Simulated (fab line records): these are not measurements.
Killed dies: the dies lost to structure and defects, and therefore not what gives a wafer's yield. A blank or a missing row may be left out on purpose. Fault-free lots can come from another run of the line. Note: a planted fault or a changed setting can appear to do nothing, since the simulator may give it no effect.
fab line records    flow gf180mcu
record: lots: 11  wafers: 33  last-day: 34
route steps=602 shown CONTACT@288 M1@316 V1@358 M2@364
lots that met no fault: from a run of the same line without faults
start-h: hours from the record's first day to the start of the lot's first wafer shown    wait-h: time in hours since the lot's previous step    " same as the row above    L1.1+2: one row covering several wafers at once    - value missing, or start not given    * or withheld: withheld    < > ~ a bound
route shown NAME@n: NAME is a module with steps in the file, n the number in the route of the first one    usual: the fault-free wafers' mean and standard deviation    same: alike in all rows    chamber/n: place in a boat    sites: readings site by site    _std_site: their standard deviation    _edge_site: the outer-site mean with the inner-site mean subtracted    radius-mm: for every site, how far away it sits from the centre of the wafer    mask NAME#n: copy n    behind: the tool/chamber that last shaped the wafer    hold: cause of the lot's hold/its duration in hours/its outcome    device: names the non-switching transistor (n, p or np)    end of line: at the end of the route, the tests of the same wafers    a step given without rows: its recipe and nothing more    killed: dies that structure and defects cost at the first sort, which is not the same as the wafer's yield    map: dies across one wafer; x = killed, . = not, _ = none there
set.NAME: setting as actually run; set.NAME@STEP: the setting as run at that earlier step    model.NAME: the simulator's own value behind a step, which no gauge read
a sample of lots followed through the steps of the route, with each step as a table and each wafer as a row
services: when a tool's chamber went out of use (start-h, in hours from the record's first day, below 0 if earlier), for how many hours, and the reason
== steps ==
step: GF_CONTACT_THK_MEAS_01
recipe: reads: SiO2_of_CONTACT_CVD_00
usual: CONTACT_CVD_00_THK: 299.5/2.9
lot.wafer  tool           chamber  start-h  wait-h  CONTACT_CVD_00_THK[nm]
L179.3     film-metro-02  -        341.03   0.0     301.9
L179.4     "              -        "        "       302.2
L179.5     "              -        "        "       305.3
L180.3     film-metro-02  -        349.74   0.0     298.7
L180.4     "              -        "        "       296.4
L180.6     "              -        "        "       298.3
L181.2     film-metro-03  -        352.61   0.0     294.8
L181.4     "              -        "        "       295.9
L181.5     "              -        "        "       300.7
L184.1     film-metro-02  -        388.90   0.0     303.0
L184.3     "              -        "        "       308.1
L184.4     "              -        "        "       303.6
L189.1     film-metro-04  -        429.21   0.0     290.5
L189.4     "              -        "        "       300.3
L189.5     "              -        "        "       296.2
L190.1     film-metro-04  -        440.37   0.0     299.1
L190.2     "              -        "        "       298.7
L190.5     "              -        "        "       299.4
L191.1     film-metro-02  -        464.42   0.0     298.9
L191.2     "              -        "        "       304.3
L191.3     "              -        "        "       302.0
L195.2     film-metro-02  -        482.54   0.0     299.0
L195.3     "              -        "        "       297.5
L195.6     "              -        "        "       294.7
L196.3     film-metro-03  -        485.27   0.0     301.9
L196.4     "              -        "        "       302.4
L196.6     "              -        "        "       302.6
L197.2     film-metro-03  -        492.66   0.0     303.4
L197.3     "              -        "        "       301.4
L197.6     "              -        "        "       303.0
L202.2     film-metro-03  -        533.69   0.0     297.9
L202.4     "              -        "        "       298.0
L202.6     "              -        "        "       299.4
step: GF_M1_SPUTTER_01
recipe: material: TiN  target-thk-nm: 30  power-w: 6500  time-s: 25  chamber-pressure-pa: 0.4
usual: throttle-valve-pct: 29.3/1.2
lot.wafer  tool            chamber  start-h  wait-h  throttle-valve-pct
L179.3     pvd-sputter-03  -        364.53   0.1     30.4
L179.4     "               -        "        "       30.3
L179.5     "               -        "        "       30.0
L180.3     pvd-sputter-01  -        373.74   0.1     28.7
L180.4     "               -        "        "       30.2
L180.6     "               -        "        "       30.0
L181.2     pvd-sputter-03  -        376.63   0.1     30.0
L181.4     "               -        "        "       30.3
L181.5     "               -        "        "       30.2
L184.1     pvd-sputter-01  -        414.89   0.1     30.1
L184.3     "               -        "        "       28.6
L184.4     "               -        "        "       27.2
L189.1     pvd-sputter-02  -        455.77   0.1     29.6
L189.4     "               -        "        "       28.2
L189.5     "               -        "        "       28.2
L190.1     pvd-sputter-02  -        467.59   0.1     29.4
L190.2     "               -        "        "       29.9
L190.5     "               -        "        "       28.5
L191.1     pvd-sputter-02  -        490.43   0.1     29.8
L191.2     "               -        "        "       29.4
L191.3     "               -        "        "       28.3
L195.2     pvd-sputter-02  -        508.13   0.1     28.4
L195.3     "               -        "        "       29.7
L195.6     "               -        "        "       29.7
L196.3     pvd-sputter-02  -        510.42   0.1     29.8
L196.4     "               -        "        "       28.4
L196.6     "               -        "        "       28.5
L197.2     pvd-sputter-01  -        518.16   0.1     31.8
L197.3     "               -        "        "       30.1
L197.6     "               -        "        "       27.2
L202.2     pvd-sputter-02  -        558.25   0.1     29.7
L202.4     "               -        "        "       29.5
L202.6     "               -        "        "       29.5
step: GF_V1_CVD_23
recipe: material: W  target-thk-nm: 350  time-s: 105.05  temp-c: 400  pressure-torr: 40
usual: heater-power-w: 769/79
lot.wafer  tool      chamber  start-h  wait-h  heater-power-w
L179.3     cvd-w-01  1        412.97   0.1     765
L179.4     "         0        "        "       878
L179.5     "         1        "        "       775
L180.3     cvd-w-01  1        422.34   0.1     763
L180.4     "         0        "        "       877
L180.6     "         1        "        "       760
L181.2     cvd-w-01  0        427.18   0.0     865
L181.4     "         0        "        "       880
L181.5     "         0        "        "       893
L184.1     cvd-w-01  1        466.61   0.0     775
L184.3     "         0        "        "       877
L184.4     "         1        "        "       762
L189.1     cvd-w-01  0        506.08   0.0     897
L189.4     "         1        "        "       786
L189.5     "         0        "        "       898
L190.1     cvd-w-02  0        517.72   0.0     790
L190.2     "         1        "        "       662
L190.5     "         1        "        "       668
L191.1     cvd-w-01  0        539.44   0.0     882
L191.2     "         1        "        "       755
L191.3     "         0        "        "       877
L195.2     cvd-w-02  0        555.79   0.0     804
L195.3     "         1        "        "       673
L195.6     "         1        "        "       665
L196.3     cvd-w-01  1        558.84   0.1     768
L196.4     "         0        "        "       871
L196.6     "         0        "        "       886
L197.2     cvd-w-01  0        566.34   0.0     883
L197.3     "         1        "        "       764
L197.6     "         1        "        "       792
L202.2     cvd-w-02  0        603.50   0.0     801
L202.4     "         1        "        "       655
L202.6     "         1        "        "       656
step: GF_V1_RS_MEAS_24
recipe: thk-meas-gauge: four-point-probe  reads: W_of_V1_CVD_23+TiN_of_V1_SPUTTER_22+Ti_of_V1_SPUTTER_21
usual: V1_W_RS: 0.3314/0.003
lot.wafer  tool           chamber  start-h  wait-h  hold                      V1_W_RS[ohm/sq]
L179.3     film-metro-02  -        413.09   0.1     -                         0.3301
L179.4     "              -        "        "       -                         0.3308
L179.5     "              -        "        "       -                         0.3336
L180.3     film-metro-01  -        422.46   0.1     -                         0.3323
L180.4     "              -        "        "       -                         0.3281
L180.6     "              -        "        "       -                         0.3286
L181.2     film-metro-02  -        427.31   0.1     -                         0.3313
L181.4     "              -        "        "       -                         0.3278
L181.5     "              -        "        "       -                         0.3284
L184.1     film-metro-01  -        466.72   0.1     -                         0.3294
L184.3     "              -        "        "       -                         0.3399
L184.4     "              -        "        "       -                         0.3253
L189.1     film-metro-04  -        506.19   0.1     -                         0.3318
L189.4     "              -        "        "       -                         0.3304
L189.5     "              -        "        "       -                         0.3291
L190.1     film-metro-04  -        517.83   0.1     -                         0.3306
L190.2     "              -        "        "       -                         0.3285
L190.5     "              -        "        "       -                         0.3252
L191.1     film-metro-04  -        539.56   0.1     -                         0.3354
L191.2     "              -        "        "       -                         0.3352
L191.3     "              -        "        "       -                         0.3361
L195.2     film-metro-02  -        555.92   0.1     -                         0.3287
L195.3     "              -        "        "       -                         0.3300
L195.6     "              -        "        "       -                         0.3295
L196.3     film-metro-04  -        558.96   0.1     await-dispo/0.2h/release  0.3254
L196.4     "              -        "        "       await-dispo/0.2h/release  1.1982
L196.6     "              -        "        "       await-dispo/0.2h/release  0.3313
L196.3     film-metro-04  -        559.24   0.3     -                         0.3256
L196.4     "              -        "        "       -                         1.2012
L196.6     "              -        "        "       -                         0.3315
L197.2     film-metro-02  -        566.47   0.1     await-dispo/0.2h/release  1.2185
L197.3     "              -        "        "       await-dispo/0.2h/release  0.3343
L197.6     "              -        "        "       await-dispo/0.2h/release  0.3306
L197.2     film-metro-02  -        566.75   0.3     -                         1.2182
L197.3     "              -        "        "       -                         0.3342
L197.6     "              -        "        "       -                         0.3306
L202.2     film-metro-01  -        603.64   0.1     -                         0.3327
L202.4     "              -        "        "       -                         0.3272
L202.6     "              -        "        "       -                         0.3310
step: GF_V1_THK_MEAS_25
recipe: thk-meas-gauge: xrf  reads: W_of_V1_CVD_23
usual: V1_W_THK: 351/4.4
lot.wafer  tool           chamber  start-h  wait-h  hold                      V1_W_THK[nm]
L179.3     film-metro-02  -        413.19   0.1     -                         348
L179.4     "              -        "        "       -                         351
L179.5     "              -        "        "       -                         347
L180.3     film-metro-01  -        422.56   0.1     -                         349
L180.4     "              -        "        "       -                         356
L180.6     "              -        "        "       -                         355
L181.2     film-metro-02  -        427.42   0.1     -                         348
L181.4     "              -        "        "       -                         354
L181.5     "              -        "        "       -                         351
L184.1     film-metro-01  -        466.84   0.1     -                         361
L184.3     "              -        "        "       -                         345
L184.4     "              -        "        "       -                         364
L189.1     film-metro-04  -        506.31   0.1     -                         349
L189.4     "              -        "        "       -                         351
L189.5     "              -        "        "       -                         355
L190.1     film-metro-04  -        517.95   0.1     -                         350
L190.2     "              -        "        "       -                         354
L190.5     "              -        "        "       -                         355
L191.1     film-metro-04  -        539.68   0.1     -                         349
L191.2     "              -        "        "       -                         349
L191.3     "              -        "        "       -                         347
L195.2     film-metro-02  -        556.03   0.1     -                         350
L195.3     "              -        "        "       -                         349
L195.6     "              -        "        "       -                         348
L196.3     film-metro-04  -        563.27   4.0     await-dispo/0.2h/release  361
L196.4     "              -        "        "       await-dispo/0.2h/release  99
L196.6     "              -        "        "       await-dispo/0.2h/release  354
L196.3     film-metro-04  -        563.56   0.3     -                         361
L196.4     "              -        "        "       -                         99
L196.6     "              -        "        "       -                         353
L197.2     film-metro-02  -        570.85   4.1     await-dispo/0.2h/release  96
L197.3     "              -        "        "       await-dispo/0.2h/release  341
L197.6     "              -        "        "       await-dispo/0.2h/release  348
L197.2     film-metro-02  -        571.16   0.3     -                         96
L197.3     "              -        "        "       -                         344
L197.6     "              -        "        "       -                         347
L202.2     film-metro-01  -        603.75   0.1     -                         346
L202.4     "              -        "        "       -                         351
L202.6     "              -        "        "       -                         346
step: GF_V1_CMP_26
recipe: stop-on: SiO2  down-force-psi: 3.5  platen-rpm: 60  t-overpolish-s: 15  target-thk-nm: 0  pad-velocity-m-s: 0.94248
usual: motor-current-A: 11.2/1.5  time-to-endpoint-s: 83/4
lot.wafer  tool    chamber  start-h  wait-h  hold                      motor-current-A  time-to-endpoint-s
L179.3     cmp-02  3        413.23   0.0     -                         13.7             83
L179.4     "       2        "        "       -                         11.1             81
L179.5     "       3        "        "       -                         14.8             80
L180.4     cmp-02  0        422.70   0.1     -                         9.7              81
L180.3     "       1        "        "       -                         12.1             83
L180.6     "       3        "        "       -                         13.7             84
L181.4     cmp-01  1        427.52   0.1     -                         11.2             84
L181.2     "       3        "        "       -                         11.3             88
L181.5     "       0        "        "       -                         9.9              86
L184.4     cmp-01  2        466.90   0.0     -                         10.9             87
L184.1     "       0        "        "       -                         9.8              83
L184.3     "       1        "        "       -                         11.2             82
L189.4     cmp-01  0        506.37   0.0     -                         9.6              84
L189.1     "       2        "        "       -                         10.5             85
L189.5     "       1        "        "       -                         10.8             86
L190.1     cmp-02  1        518.01   0.1     -                         12.4             82
L190.2     "       0        "        "       -                         9.2              81
L190.5     "       2        "        "       -                         10.7             82
L191.3     cmp-01  2        539.74   0.0     -                         10.7             86
L191.2     "       3        "        "       -                         11.6             92
L191.1     "       1        "        "       -                         10.8             86
L195.3     cmp-02  3        556.13   0.1     -                         14.4             80
L195.2     "       1        "        "       -                         11.7             85
L195.6     "       3        "        "       -                         14.0             82
L196.4     cmp-02  0        568.45   4.9     await-dispo/4.2h/release  9.0              23
L196.3     "       1        "        "       await-dispo/4.2h/release  12.1             82
L196.6     "       2        "        "       await-dispo/4.2h/release  10.3             83
L197.3     cmp-02  0        572.10   0.9     await-dispo/0.8h/release  9.5              78
L197.2     "       2        "        "       await-dispo/0.8h/release  10.5             23
L197.6     "       0        "        "       await-dispo/0.8h/release  9.5              81
L202.2     cmp-02  0        603.85   0.1     -                         9.6              76
L202.4     "       1        "        "       -                         12.3             79
L202.6     "       3        "        "       -                         14.4             76
step: GF_M2_SPUTTER_02
recipe: material: AlCu  target-thk-nm: 450  power-w: 10600  time-s: 23.9  chamber-pressure-pa: 0.4
usual: throttle-valve-pct: 29.5/1.5
lot.wafer  tool            chamber  start-h  wait-h  throttle-valve-pct
L179.3     pvd-sputter-04  -        413.66   0.0     32.3
L179.4     "               -        "        "       29.5
L179.5     "               -        "        "       29.6
L180.3     pvd-sputter-04  -        423.03   0.0     29.5
L180.4     "               -        "        "       28.5
L180.6     "               -        "        "       32.2
L181.2     pvd-sputter-01  -        427.90   0.0     30.2
L181.4     "               -        "        "       28.6
L181.5     "               -        "        "       28.7
L184.1     pvd-sputter-01  -        467.33   0.0     31.7
L184.3     "               -        "        "       27.4
L184.4     "               -        "        "       28.6
L189.1     pvd-sputter-04  -        506.80   0.0     29.9
L189.4     "               -        "        "       32.4
L189.5     "               -        "        "       30.2
L190.1     pvd-sputter-04  -        518.44   0.0     29.7
L190.2     "               -        "        "       32.1
L190.5     "               -        "        "       32.7
L191.1     pvd-sputter-04  -        540.17   0.0     29.8
L191.2     "               -        "        "       32.3
L191.3     "               -        "        "       28.8
L195.2     pvd-sputter-02  -        556.51   0.0     28.5
L195.3     "               -        "        "       29.8
L195.6     "               -        "        "       28.2
L196.3     pvd-sputter-01  -        568.78   0.0     27.2
L196.4     "               -        "        "       28.6
L196.6     "               -        "        "       27.5
L197.2     pvd-sputter-01  -        572.48   0.0     27.4
L197.3     "               -        "        "       30.3
L197.6     "               -        "        "       27.3
L202.2     pvd-sputter-01  -        604.23   0.0     28.7
L202.4     "               -        "        "       30.2
L202.6     "               -        "        "       28.6
== services ==
tool            chamber  start-h  hours  kind
cmp-02          -        352.64   4.0    repair
pvd-sputter-01  -        355.83   1.9    repair
cmp-02          -        372.97   2.8    repair
cvd-w-01        -        390.00   14.0   pm
cmp-02          -        404.13   4.0    pm
cvd-w-02        1        413.52   5.6    repair
cmp-01          -        416.40   1.7    repair
cmp-02          -        430.95   2.0    repair
pvd-sputter-02  -        451.25   1.8    repair
cmp-01          -        452.94   0.5    repair
cmp-01          -        459.04   1.5    repair
pvd-sputter-03  -        464.14   6.3    repair
cmp-01          -        473.36   1.0    repair
pvd-sputter-04  -        486.73   2.2    repair
cvd-w-01        -        498.70   0.9    repair
cmp-01          -        504.08   1.3    repair
cvd-w-01        -        531.90   1.5    repair
cmp-01          -        551.52   0.3    repair
cmp-02          -        562.48   0.5    repair
pvd-sputter-02  -        562.65   1.2    repair
cvd-w-01        0        566.76   4.5    repair
pvd-sputter-02  -        567.83   1.2    repair
cvd-w-02        0        569.79   8.8    repair
cmp-01          -        572.10   4.0    pm
== key ==
first-sign: step: GF_V1_RS_MEAS_24  reading: visit  direction: added
effect: step: GF_V1_RS_MEAS_24  reading: V1_W_RS  direction: up  sigmas: 99+  usual: 0.3314  struck: 1.2083
effect: step: GF_V1_THK_MEAS_25  reading: visit  direction: added
effect: step: GF_V1_THK_MEAS_25  reading: V1_W_THK  direction: down  sigmas: 58  usual: 351  struck: 98
effect: step: GF_V1_CMP_26  reading: time-to-endpoint-s  direction: down  sigmas: 15  usual: *  struck: *
met-at GF_V1_CVD_23
struck-lots L196,L197
struck-wafers L196.4,L197.2
not-acting-at GF_CONTACT_THK_MEAS_01,GF_M1_SPUTTER_01,GF_M2_SPUTTER_02
onset-between 539.44 558.84
fault: kind: process-parameter-drift  tool: cvd-w-01  chamber: -  onset-h: 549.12  steps: GF_V1_CVD_23  channel: target-thk-nm  offset: -244.29  shape: step  end-h: 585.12  scope: struck-wafers-only  acts-in: these-recipes-only  stated: 350
